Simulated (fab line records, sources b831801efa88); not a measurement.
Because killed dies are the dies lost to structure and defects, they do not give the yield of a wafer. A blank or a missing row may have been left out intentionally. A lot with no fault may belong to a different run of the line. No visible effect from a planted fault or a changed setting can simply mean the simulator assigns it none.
fab line records | flow gf180mcu
record lots=11 | wafers=33 | lastDay=34
route steps=602 shown M2@378 V2@398 V4@497 TOP_METAL@581
lots that met no fault: from a run of the same line without faults
startH: the number of hours between the record's first day and the start of the first shown wafer of the lot | waitH: hours since the lot's step before | " same as the row above | L1.1+2: several wafers, shown together as one row | - either no value or no given start | * or withheld: withheld | < > ~ a bound
route shown NAME@n: a module of which the file shows steps, and the number in the route of the first | usual: average and standard deviation across the fault-free wafers | same: alike in all rows | chamber/n: place in a boat | sites: the reading at each site | _std_site: how widely they spread, as a standard deviation | _edge_site: mean of outer sites minus mean of inner sites | radiusMm: for every site, how far away it sits from the centre of the wafer | mask NAME#n: copy n | behind: the last tool/chamber to shape the wafer | hold: cause of the lot's hold/its duration in hours/its outcome | device: whichever transistor did not switch (one of n, p or np) | end of line: tests run on the same wafers once the route is complete | where a step has no rows: the recipe by itself | killed: not the wafer's yield, but the dies lost to structure and defects at the first sort | map: dies across one wafer; x = killed, . = not, _ = none there
set.NAME: the setting that was run; set.NAME@STEP: the one run at that earlier step | model.NAME: the simulator's own value behind a step, which no gauge read
steps of the route over a sample of lots; a table a step, a row a wafer
services: from which hour (startH, from the record's first day; less than 0 if before it) a tool's chamber was out of use, for how many hours, and why
## steps
# step GF_M2_METAL_ETCH_16
# recipe chemistry=Cl2/BCl3 | maskMaterial=KrF | targetDepthNm=750.8 | stopOn=SiO2 | pressureMtorr=8 | icpW=800 | biasW=140 | Cl2_flow_sccm=80 | bcl3FlowSccm=40 | timeS=125.1
# usual drypumpMotorCurrentA=5.7/0.49 | oesProductAu=0.990/0.005 | runLengthS=153.2/0.51 | throttleValvePct=28.228/0.0095
lot.wafer | tool        | chamber | startH | waitH | drypumpMotorCurrentA | oesProductAu | rfHoursCounterH | runLengthS | throttleValvePct
L550.4    | rieMetal-01 | 1       | 479.99 | 0.1   | 5.3                  | 0.985        | -               | 154.2      | 28.215
L550.5    | "           | 1       | "      | "     | 5.3                  | 0.985        | -               | 153.6      | 28.217
L550.6    | "           | 0       | "      | "     | 6.1                  | 0.995        | -               | 153.2      | 28.248
L551.2    | rieMetal-01 | 1       | 483.59 | 0.0   | 5.3                  | 0.987        | 3.0             | 153.6      | 28.238
L551.4    | "           | 0       | "      | "     | 6.1                  | 0.990        | -               | 153.6      | 28.228
L551.5    | "           | 0       | "      | "     | 6.1                  | 0.985        | -               | 153.7      | 28.221
L553.1    | rieMetal-04 | 0       | 498.18 | 0.0   | 5.7                  | 0.992        | 7.7             | 153.0      | 28.238
L553.4    | "           | 1       | "      | "     | 5.5                  | 0.990        | -               | 152.2      | 28.228
L553.5    | "           | 1       | "      | "     | 5.5                  | 0.990        | -               | 152.3      | 28.234
L552.4    | rieMetal-01 | 1       | 500.69 | 0.1   | 5.3                  | 0.986        | -               | 153.7      | 28.229
L552.5    | "           | 0       | "      | "     | 6.1                  | 0.994        | -               | 153.5      | 28.230
L552.6    | "           | 1       | "      | "     | 5.3                  | 0.992        | -               | 153.7      | 28.239
L557.1    | rieMetal-03 | 0       | 531.64 | 0.0   | 6.4                  | 0.988        | 5.0             | 152.9      | 28.237
L557.4    | "           | 1       | "      | "     | 5.2                  | 0.991        | -               | 153.0      | 28.222
L557.5    | "           | 0       | "      | "     | 6.4                  | 0.982        | -               | 153.1      | 28.233
L559.4    | rieMetal-03 | 1       | 550.23 | 0.1   | 5.1                  | 0.998        | -               | 152.9      | 28.235
L559.5    | "           | 0       | "      | "     | 6.5                  | 0.992        | -               | 152.6      | 28.226
L559.6    | "           | 1       | "      | "     | 5.1                  | 0.995        | -               | 153.0      | 28.238
L560.2    | rieMetal-03 | 1       | 559.04 | 0.0   | 5.1                  | 0.988        | 3.6             | 153.2      | 28.231
L560.4    | "           | 1       | "      | "     | 5.2                  | 0.990        | -               | 153.0      | 28.225
L560.5    | "           | 1       | "      | "     | 5.1                  | 0.992        | -               | 153.0      | 28.202
L561.2    | rieMetal-03 | 1       | 563.88 | 0.0   | 5.2                  | 1.013        | 3.9             | 146.4      | 28.210
L561.3    | "           | 1       | "      | "     | 5.1                  | 0.991        | -               | 153.0      | 28.215
L561.5    | "           | 1       | "      | "     | 5.2                  | 0.999        | -               | 152.8      | 28.231
L562.1    | rieMetal-03 | 0       | 573.98 | 0.0   | 6.5                  | 0.996        | 6.3             | 146.7      | 28.233
L562.2    | "           | 1       | "      | "     | 5.2                  | 1.004        | 4.1             | 146.5      | 28.196
L562.4    | "           | 1       | "      | "     | 5.1                  | 0.996        | -               | 153.5      | 28.231
L565.1    | rieMetal-03 | 1       | 594.64 | 0.0   | 5.2                  | 1.002        | 4.8             | 146.3      | 28.222
L565.3    | "           | 0       | "      | "     | 6.5                  | 0.989        | -               | 152.8      | 28.225
L565.5    | "           | 1       | "      | "     | 5.2                  | 0.992        | -               | 152.7      | 28.231
L571.2    | rieMetal-01 | 0       | 633.54 | 0.0   | 6.1                  | 0.992        | 8.6             | 153.3      | 28.227
L571.3    | "           | 0       | "      | "     | 6.1                  | 0.984        | -               | 153.3      | 28.230
L571.6    | "           | 1       | "      | "     | 5.3                  | 0.980        | -               | 154.2      | 28.238
# step GF_M2_STRIP_17
# recipe chemistry=O2/N2 | powerW=1400 | pressureMtorr=1500 | platenTempC=250 | o2FlowSccm=3000 | n2FlowSccm=300 | overashFraction=0.5
# usual drypumpMotorCurrentA=5.7/0.48 | heaterPowerW=337/58 | oesProductAu=0.537/0.0048 | stripTimeToEndpointS=7.38/0.042
lot.wafer | tool           | chamber | startH | waitH | drypumpMotorCurrentA | heaterPowerW | oesProductAu | rfHoursCounterH | stripTimeToEndpointS
L550.4    | plasmaAsher-04 | 1       | 480.11 | 0.1   | 6.1                  | 266          | 0.539        | -               | 7.37
L550.5    | "              | 0       | "      | "     | 5.5                  | 344          | 0.536        | -               | 7.36
L550.6    | "              | 1       | "      | "     | 6.1                  | 264          | 0.530        | -               | 7.38
L551.2    | plasmaAsher-01 | 0       | 483.72 | 0.1   | 4.9                  | 288          | 0.529        | 35              | 7.33
L551.4    | "              | 0       | "      | "     | 4.9                  | 295          | 0.533        | -               | 7.35
L551.5    | "              | 0       | "      | "     | 4.9                  | 286          | 0.538        | -               | 7.32
L553.1    | plasmaAsher-04 | 0       | 498.31 | 0.1   | 5.6                  | 340          | 0.534        | 74              | 7.42
L553.4    | "              | 0       | "      | "     | 5.6                  | 350          | 0.538        | -               | 7.40
L553.5    | "              | 1       | "      | "     | 6.1                  | 263          | 0.535        | -               | 7.37
L552.4    | plasmaAsher-04 | 0       | 500.81 | 0.1   | 5.5                  | 342          | 0.539        | -               | 7.33
L552.5    | "              | 1       | "      | "     | 6.1                  | 273          | 0.536        | -               | 7.30
L552.6    | "              | 0       | "      | "     | 5.6                  | 345          | 0.536        | -               | 7.35
L557.1    | plasmaAsher-04 | 0       | 531.77 | 0.1   | 5.6                  | 343          | 0.533        | 78              | 7.41
L557.4    | "              | 0       | "      | "     | 5.5                  | 336          | 0.533        | -               | 7.33
L557.5    | "              | 0       | "      | "     | 5.6                  | 350          | 0.536        | -               | 7.41
L559.4    | plasmaAsher-01 | 0       | 550.35 | 0.1   | 4.9                  | 288          | 0.548        | -               | 7.37
L559.5    | "              | 0       | "      | "     | 4.9                  | 291          | 0.540        | -               | 7.41
L559.6    | "              | 1       | "      | "     | 5.8                  | 425          | 0.532        | -               | 7.35
L560.2    | plasmaAsher-01 | 1       | 559.17 | 0.1   | 5.7                  | 425          | 0.535        | 43              | 7.36
L560.4    | "              | 1       | "      | "     | 5.7                  | 425          | 0.533        | -               | 7.34
L560.5    | "              | 1       | "      | "     | 5.8                  | 425          | 0.538        | -               | 7.31
L561.2    | plasmaAsher-04 | 0       | 564.01 | 0.1   | 5.6                  | 346          | 0.538        | 81              | 7.49
L561.3    | "              | 1       | "      | "     | 6.1                  | 271          | 0.539        | -               | 7.33
L561.5    | "              | 1       | "      | "     | 6.1                  | 268          | 0.532        | -               | 7.35
L562.1    | plasmaAsher-04 | 1       | 574.11 | 0.1   | 6.1                  | 278          | 0.545        | 83              | 7.54
L562.2    | "              | 0       | "      | "     | 5.6                  | 342          | 0.537        | 83              | 7.49
L562.4    | "              | 0       | "      | "     | 5.6                  | 345          | 0.534        | -               | 7.33
L565.1    | plasmaAsher-04 | 0       | 594.77 | 0.1   | 5.5                  | 340          | 0.549        | 85              | 7.57
L565.3    | "              | 1       | "      | "     | 6.1                  | 261          | 0.537        | -               | 7.42
L565.5    | "              | 1       | "      | "     | 6.1                  | 275          | 0.536        | -               | 7.39
L571.2    | plasmaAsher-01 | 0       | 633.67 | 0.1   | 4.9                  | 291          | 0.543        | 50              | 7.42
L571.3    | "              | 1       | "      | "     | 5.8                  | 421          | 0.538        | -               | 7.40
L571.6    | "              | 1       | "      | "     | 5.8                  | 426          | 0.553        | -               | 7.42
# step GF_V2_ETCH_16
# recipe chemistry=N2/H2 | targetDepthA=withheld | overetchA=withheld | timeS=withheld | target=BARC | ionEnergyEv=200 | sourceW=500 | biasW=100 | pressureMtorr=30 | n2FlowSccm=100 | h2FlowSccm=200
# usual drypumpMotorCurrentA=5.6/0.39 | oesProductAu=0.854/0.0047 | throttleValvePct=13.225/0.01
lot.wafer | tool       | chamber | startH | waitH | drypumpMotorCurrentA | oesProductAu | throttleValvePct
L550.4    | rieDiel-04 | 2       | 505.03 | 0.0   | 6.0                  | 0.849        | 13.220
L550.5    | "          | 2       | "      | "     | 6.0                  | 0.859        | 13.230
L550.6    | "          | 3       | "      | "     | 5.7                  | 0.855        | 13.217
L551.2    | rieDiel-04 | 3       | 509.39 | 0.0   | 5.7                  | 0.860        | 13.223
L551.4    | "          | 2       | "      | "     | 6.0                  | 0.858        | 13.223
L551.5    | "          | 2       | "      | "     | 6.0                  | 0.854        | 13.222
L553.1    | rieDiel-04 | 1       | 523.19 | 0.0   | 6.2                  | 0.852        | 13.215
L553.4    | "          | 0       | "      | "     | 6.0                  | 0.855        | 13.216
L553.5    | "          | 0       | "      | "     | 6.0                  | 0.857        | 13.219
L552.4    | rieDiel-03 | 3       | 526.49 | 0.0   | 5.1                  | 0.851        | 13.217
L552.5    | "          | 1       | "      | "     | 5.0                  | 0.849        | 13.228
L552.6    | "          | 0       | "      | "     | 5.3                  | 0.847        | 13.221
L557.1    | rieDiel-01 | 0       | 556.39 | 0.0   | 5.9                  | 0.850        | 13.219
L557.4    | "          | 3       | "      | "     | 5.8                  | 0.857        | 13.250
L557.5    | "          | 1       | "      | "     | 6.0                  | 0.862        | 13.236
L559.4    | rieDiel-01 | 3       | 574.19 | 0.0   | 5.8                  | 0.854        | 13.233
L559.5    | "          | 2       | "      | "     | 5.7                  | 0.853        | 13.237
L559.6    | "          | 1       | "      | "     | 6.0                  | 0.859        | 13.232
L560.2    | rieDiel-04 | 0       | 582.58 | 0.0   | 6.0                  | 0.848        | 13.241
L560.4    | "          | 2       | "      | "     | 6.0                  | 0.850        | 13.226
L560.5    | "          | 3       | "      | "     | 5.7                  | 0.854        | 13.210
L561.2    | rieDiel-03 | 0       | 587.08 | 0.0   | 5.3                  | 0.860        | 13.226
L561.3    | "          | 1       | "      | "     | 5.0                  | 0.854        | 13.220
L561.5    | "          | 0       | "      | "     | 5.3                  | 0.854        | 13.231
L562.1    | rieDiel-03 | 2       | 597.29 | 0.0   | 5.6                  | 0.848        | 13.223
L562.2    | "          | 3       | "      | "     | 5.1                  | 0.856        | 13.231
L562.4    | "          | 0       | "      | "     | 5.3                  | 0.853        | 13.248
L565.1    | rieDiel-01 | 0       | 617.51 | 0.0   | 6.0                  | 0.856        | 13.225
L565.3    | "          | 2       | "      | "     | 5.7                  | 0.865        | 13.231
L565.5    | "          | 3       | "      | "     | 5.7                  | 0.858        | 13.212
L571.2    | rieDiel-04 | 2       | 655.64 | 0.0   | 6.0                  | 0.855        | 13.220
L571.3    | "          | 3       | "      | "     | 5.7                  | 0.854        | 13.209
L571.6    | "          | 2       | "      | "     | 6.0                  | 0.846        | 13.222
# step GF_V4_SPUTTER_21
# recipe material=Ti | targetThkNm=15 | chamberPressurePa=5 | powerW=2500 | substrateTempC=200 | timeS=80.02
# usual substrateTempC=199.99/0.17 | throttleValvePct=30.1/0.9
lot.wafer | tool          | chamber | startH | waitH | substrateTempC | throttleValvePct
L550.4    | pvdSputter-04 | -       | 601.76 | 0.0   | 200.05         | 30.8
L550.5    | "             | -       | "      | "     | 200.05         | 28.9
L550.6    | "             | -       | "      | "     | 199.95         | 32.1
L551.2    | pvdSputter-04 | -       | 605.05 | 0.0   | 199.96         | 32.0
L551.4    | "             | -       | "      | "     | 200.18         | 30.8
L551.5    | "             | -       | "      | "     | 199.83         | 29.0
L553.1    | pvdSputter-01 | -       | 617.30 | 0.0   | 200.17         | 30.7
L553.4    | "             | -       | "      | "     | 199.85         | 29.6
L553.5    | "             | -       | "      | "     | 199.86         | 29.6
L552.4    | pvdSputter-02 | -       | 621.20 | 0.0   | 199.85         | 28.7
L552.5    | "             | -       | "      | "     | 199.82         | 30.3
L552.6    | "             | -       | "      | "     | 200.02         | 29.9
L557.1    | pvdSputter-02 | -       | 648.30 | 0.0   | 200.14         | 30.0
L557.4    | "             | -       | "      | "     | 199.83         | 30.2
L557.5    | "             | -       | "      | "     | 199.74         | 29.6
L559.4    | pvdSputter-02 | -       | 664.40 | 0.0   | 200.02         | 30.5
L559.5    | "             | -       | "      | "     | 199.88         | 28.4
L559.6    | "             | -       | "      | "     | 200.15         | 29.6
L560.2    | pvdSputter-01 | -       | 671.93 | 0.0   | 200.13         | 29.5
L560.4    | "             | -       | "      | "     | 199.82         | 30.5
L560.5    | "             | -       | "      | "     | 200.22         | 29.7
L561.2    | pvdSputter-02 | -       | 676.41 | 0.0   | 199.81         | 30.0
L561.3    | "             | -       | "      | "     | 200.11         | 30.0
L561.5    | "             | -       | "      | "     | 200.01         | 30.3
L562.1    | pvdSputter-02 | -       | 684.25 | 0.0   | 200.10         | 29.8
L562.2    | "             | -       | "      | "     | 199.94         | 30.9
L562.4    | "             | -       | "      | "     | 200.09         | 28.2
L565.1    | pvdSputter-02 | -       | 703.40 | 0.0   | 199.96         | 30.1
L565.3    | "             | -       | "      | "     | 200.05         | 30.3
L565.5    | "             | -       | "      | "     | 200.12         | 30.8
L571.2    | pvdSputter-01 | -       | 738.24 | 0.0   | 200.02         | 29.7
L571.3    | "             | -       | "      | "     | 199.98         | 31.3
L571.6    | "             | -       | "      | "     | 199.84         | 29.6
# step GF_TOP_METAL_CD_MEAS_14
# recipe targetCdNm=440
# usual cdNm=439.8/2.4
lot.wafer | tool     | chamber | startH | waitH | cdNm
L550.4    | cdSem-01 | -       | 686.64 | 0.1   | 440.8
L550.5    | "        | -       | "      | "     | 439.9
L550.6    | "        | -       | "      | "     | 441.7
L551.2    | cdSem-01 | -       | 690.20 | 0.1   | 443.2
L551.4    | "        | -       | "      | "     | 442.1
L551.5    | "        | -       | "      | "     | 441.6
L553.1    | cdSem-02 | -       | 701.48 | 0.1   | 440.9
L553.4    | "        | -       | "      | "     | 441.2
L553.5    | "        | -       | "      | "     | 441.2
L552.4    | cdSem-01 | -       | 704.64 | 0.1   | 438.8
L552.5    | "        | -       | "      | "     | 438.4
L552.6    | "        | -       | "      | "     | 440.4
L557.1    | cdSem-01 | -       | 728.53 | 0.1   | 435.2
L557.4    | "        | -       | "      | "     | 436.2
L557.5    | "        | -       | "      | "     | 437.8
L559.4    | cdSem-02 | -       | 743.29 | 0.1   | 442.0
L559.5    | "        | -       | "      | "     | 442.5
L559.6    | "        | -       | "      | "     | 440.0
L560.2    | cdSem-02 | -       | 751.10 | 0.1   | 441.1
L560.4    | "        | -       | "      | "     | 439.9
L560.5    | "        | -       | "      | "     | 439.8
L561.2    | cdSem-01 | -       | 753.41 | 0.1   | 435.8
L561.3    | "        | -       | "      | "     | 438.3
L561.5    | "        | -       | "      | "     | 436.2
L562.1    | cdSem-01 | -       | 761.08 | 0.1   | 441.2
L562.2    | "        | -       | "      | "     | 443.1
L562.4    | "        | -       | "      | "     | 440.2
L565.1    | cdSem-02 | -       | 778.18 | 0.1   | 438.4
L565.3    | "        | -       | "      | "     | 437.2
L565.5    | "        | -       | "      | "     | 436.6
L571.2    | cdSem-02 | -       | 807.94 | 0.1   | 441.8
L571.3    | "        | -       | "      | "     | 443.1
L571.6    | "        | -       | "      | "     | 439.5
## services
tool           | chamber | startH | hours | kind
rieMetal-01    | -       | 467.08 | 2.8   | pm
plasmaAsher-01 | -       | 468.72 | 3.4   | repair
rieDiel-03     | 1       | 500.34 | 3.8   | repair
rieMetal-03    | -       | 502.79 | 6.1   | repair
pvdSputter-02  | -       | 519.29 | 2.9   | repair
rieMetal-03    | 1       | 523.64 | 6.9   | repair
rieDiel-04     | -       | 525.67 | 4.3   | pm
rieDiel-01     | 2       | 529.49 | 6.1   | repair
rieDiel-01     | 2       | 551.60 | 5.1   | repair
rieDiel-04     | -       | 567.37 | 14.6  | pm
rieMetal-01    | 0       | 572.04 | 15.9  | repair
rieDiel-03     | 2       | 580.27 | 5.9   | repair
rieMetal-03    | -       | 581.13 | 2.8   | pm
plasmaAsher-01 | -       | 595.13 | 13.3  | repair
rieDiel-03     | 1       | 610.34 | 3.2   | repair
plasmaAsher-01 | -       | 613.26 | 8.5   | repair
plasmaAsher-01 | -       | 613.55 | 7.4   | repair
rieMetal-03    | -       | 629.43 | 28.1  | pm
rieMetal-01    | 1       | 639.85 | 13.1  | repair
rieMetal-03    | 1       | 674.06 | 6.2   | repair
pvdSputter-02  | -       | 677.19 | 2.1   | repair
rieDiel-04     | 1       | 701.96 | 12.9  | repair
plasmaAsher-01 | -       | 705.21 | 1.0   | repair
rieMetal-03    | 0       | 706.25 | 4.0   | repair
## key
firstSign step=GF_M2_METAL_ETCH_16 | reading=runLengthS | direction=down | sigmas=13 | usual=* | struck=*
effect step=GF_M2_METAL_ETCH_16 | reading=oesProductAu | direction=up | sigmas=2.7 | usual=0.990 | struck=1.004 | wafersMoved=3
effect step=GF_M2_STRIP_17 | reading=stripTimeToEndpointS | direction=up | sigmas=3.5 | usual=* | struck=*
metAt GF_M2_METAL_ETCH_16
struckLots L561,L562,L565
struckWafers L561.2,L562.1,L562.2,L565.1
notActingAt GF_V2_ETCH_16,GF_V4_SPUTTER_21,GF_TOP_METAL_CD_MEAS_14
onsetBetween 559.04 563.88
fault kind=processParameterDrift | tool=rieMetal-03 | chamber=- | onsetH=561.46 | steps=GF_M2_METAL_ETCH_16 | channel=timeS | offset=* | shape=step | endH=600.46 | scope=struckWafersOnly | actsIn=* | stated=*
